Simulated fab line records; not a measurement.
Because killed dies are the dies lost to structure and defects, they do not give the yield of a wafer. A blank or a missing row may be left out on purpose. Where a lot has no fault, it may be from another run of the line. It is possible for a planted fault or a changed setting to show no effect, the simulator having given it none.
Which of the tools did it?    flow sky130    33 wafers from 11 lots sampled at 6 of the route's 708 steps

## WHAT THE GAUGES READ, wafer by wafer
SKY_LDD_HVN_OVL_MEAS_07.
lot   measured      on          LDD_HVN_OVL (nm)
L629  day 21 15:49  overlay-02  1.7 1.3 1.1
L628  day 21 17:35  overlay-01  1.2 0.0 2.9
L631  day 22 15:44  overlay-02  -0.4 0.1 0.4
L632  day 22 21:48  overlay-01  -1.6 -0.8 -2.5
L635  day 24 11:26  overlay-02  3.8 1.5 3.7
L636  day 24 17:58  overlay-02  3.3 1.4 2.0
L637  day 25 03:12  overlay-01  -3.5 -2.5 0.1
L639  day 25 22:44  overlay-01  -0.9 -1.4 0.1
L640  day 26 04:44  overlay-01  0.4 -0.7 -0.9
L648  day 28 18:05  overlay-01  0.9 -1.1 0.1
L649  day 28 19:26  overlay-01  -3.2 0.7 -0.5

SKY_POLY_CUT_OVL_MEAS_09.
lot   measured      on          POLY_CUT_OVL (nm)
L629  day 25 16:32  overlay-02  1 -13 -5
L628  day 25 17:27  overlay-01  2 -1 6
L631  day 26 14:20  overlay-01  4 8 11
L632  day 26 21:36  overlay-01  -8 1 -2
L635  day 28 12:02  overlay-02  3 2 3
L636  day 28 17:44  overlay-02  10 3 4
L637  day 29 03:05  overlay-02  9 5 8
L639  day 29 21:08  overlay-01  6 7 5
L640  day 30 03:32  overlay-01  -2 1 1
L648  day 32 15:29  overlay-02  2 1 8
L649  day 32 18:17  overlay-01  4 8 9

SKY_LOCAL_INTERCONNECT_RS_MEAS_01: a four-point-probe measurement.
lot   measured      on             LOCAL_INTERCONNECT_TIN_RS (ohm/sq)
L629  day 30 22:42  film-metro-02  14.25 14.18 14.13
L628  day 30 23:17  film-metro-03  14.07 14.28 13.96
L631  day 31 20:47  film-metro-04  14.07 14.16 13.90
L632  day 32 02:17  film-metro-04  14.28 14.10 14.29
L635  day 33 17:01  film-metro-04  14.06 14.29 14.21
L636  day 33 22:17  film-metro-02  14.17 14.06 14.18
L637  day 34 05:25  film-metro-02  14.23 14.11 14.05
L639  day 34 22:42  film-metro-04  14.45 14.35 14.58
L640  day 35 05:12  film-metro-04  14.04 14.07 13.65
L648  day 37 07:38  film-metro-02  13.89 14.05 13.87
L649  day 37 09:47  film-metro-02  14.19 14.33 14.29

SKY_LOCAL_INTERCONNECT_THK_MEAS_02: measures by xrf.
lot   measured      on             LOCAL_INTERCONNECT_TIN_THK (nm)
L629  day 30 22:48  film-metro-02  99.0 99.4 99.2
L628  day 30 23:24  film-metro-03  99.0 97.8 99.8
L631  day 31 20:54  film-metro-04  99.4 98.5 101.4
L632  day 32 02:23  film-metro-04  98.8 99.8 98.6
L635  day 33 17:07  film-metro-04  100.5 98.7 99.3
L636  day 33 22:23  film-metro-02  100.2 100.9 99.7
L637  day 34 05:32  film-metro-02  99.4 100.2 100.4
L639  day 34 22:49  film-metro-04  97.9 98.6 97.3
L640  day 35 05:18  film-metro-04  100.5 99.8 103.3
L648  day 37 07:43  film-metro-02  101.5 100.8 102.0
L649  day 37 09:54  film-metro-02  99.6 99.1 99.4

## EACH LOT AND THE TOOL THAT RAN IT (in order: tool; ch and the chambers of the sampled wafers; start)
lot   SKY_SPACER_ETCHBACK_02              SKY_LOCAL_INTERCONNECT_SPUTTER_00
L629  rie-diel-04 ch 0,2,3, day 24 09:14  pvd-sputter-02, day 30 22:36
L628  rie-diel-02 ch 1,2,3, day 24 10:28  pvd-sputter-03, day 30 23:13
L631  rie-diel-03 ch 0,1, day 25 08:29    pvd-sputter-04, day 31 20:43
L632  rie-diel-04 ch 0,1, day 25 14:52    pvd-sputter-03, day 32 02:10
L635  rie-diel-04 ch 1,3, day 27 05:02    pvd-sputter-03, day 33 16:55
L636  rie-diel-04 ch 2,3, day 27 11:02    pvd-sputter-03, day 33 22:10
L637  rie-diel-02 ch 0,2,3, day 27 20:11  pvd-sputter-03, day 34 05:20
L639  rie-diel-03 ch 0,1,3, day 28 14:25  pvd-sputter-02, day 34 22:38
L640  rie-diel-04 ch 2,3, day 28 21:16    pvd-sputter-03, day 35 05:06
L648  rie-diel-04 ch 0,1, day 31 08:51    pvd-sputter-04, day 37 07:30
L649  rie-diel-02 ch 2,3, day 31 10:39    pvd-sputter-02, day 37 09:43
- SKY_SPACER_ETCHBACK_02: etches Si3N4 in CH3F/O2, stops on SiO2, time 46.7 s, target depth 45 nm.
- SKY_LOCAL_INTERCONNECT_SPUTTER_00: material TiN, target thk 100 nm, time 83.3 s.

## AS READ BY THE TOOLS THEMSELVES (means over the sampled wafers that have a number; for cases with no such wafer, the mark the record gives instead)
SKY_SPACER_ETCHBACK_02.
lot   tool         bias-w (W)  drypump-motor-current-A (A)  oes-product-au (a.u.)  throttle-valve-pct (%)
L629  rie-diel-04  80.11       6.1                          0.858                  10.565
L628  rie-diel-02  80.05       5.8                          0.865                  10.553
L631  rie-diel-03  80.11       5.8                          0.856                  10.564
L632  rie-diel-04  80.19       6.5                          0.857                  10.569
L635  rie-diel-04  80.09       6.0                          0.858                  10.564
L636  rie-diel-04  80.06       5.4                          0.851                  10.560
L637  rie-diel-02  80.09       5.7                          0.859                  10.565
L639  rie-diel-03  80.32       5.5                          0.845                  10.566
L640  rie-diel-04  80.06       6.0                          0.862                  10.567
L648  rie-diel-04  80.03       6.6                          0.847                  10.568
L649  rie-diel-02  80.21       5.7                          0.867                  10.561

SKY_LOCAL_INTERCONNECT_SPUTTER_00.
lot   tool            throttle-valve-pct (%)
L629  pvd-sputter-02  29.4
L628  pvd-sputter-03  29.2
L631  pvd-sputter-04  29.3
L632  pvd-sputter-03  29.8
L635  pvd-sputter-03  28.6
L636  pvd-sputter-03  29.4
L637  pvd-sputter-03  28.7
L639  pvd-sputter-02  29.2
L640  pvd-sputter-03  28.6
L648  pvd-sputter-04  29.5
L649  pvd-sputter-02  30.2

## THE ANSWER, worked out from the rows above alone
Rule: the usual values come from the lots themselves. The widest of any qualifying gaps counts: lots, ordered by their means at a reading, are off when they make up no more than a third of the lots, leave a main group of 4 or more, and stand apart from it by 3 or more times the standard deviation of that group's means. A main group is skipped when, at the precision printed for the reading in the tables above, its means are all equal. A lot without any number at a reading at which 4 lots or more have one is off too. All remaining lots with rows at the step are treated as sound. After the gauges, taken in route order, come the tools' own readings; for these a lot's mean is taken, as printed above. At the first step where some lot is off, the reading lying furthest off is the one used; lots without a number count as furthest.
None of the lots is off at any reading shown; this tells nothing.

## WHAT THE SIMULATOR HAD INSERTED
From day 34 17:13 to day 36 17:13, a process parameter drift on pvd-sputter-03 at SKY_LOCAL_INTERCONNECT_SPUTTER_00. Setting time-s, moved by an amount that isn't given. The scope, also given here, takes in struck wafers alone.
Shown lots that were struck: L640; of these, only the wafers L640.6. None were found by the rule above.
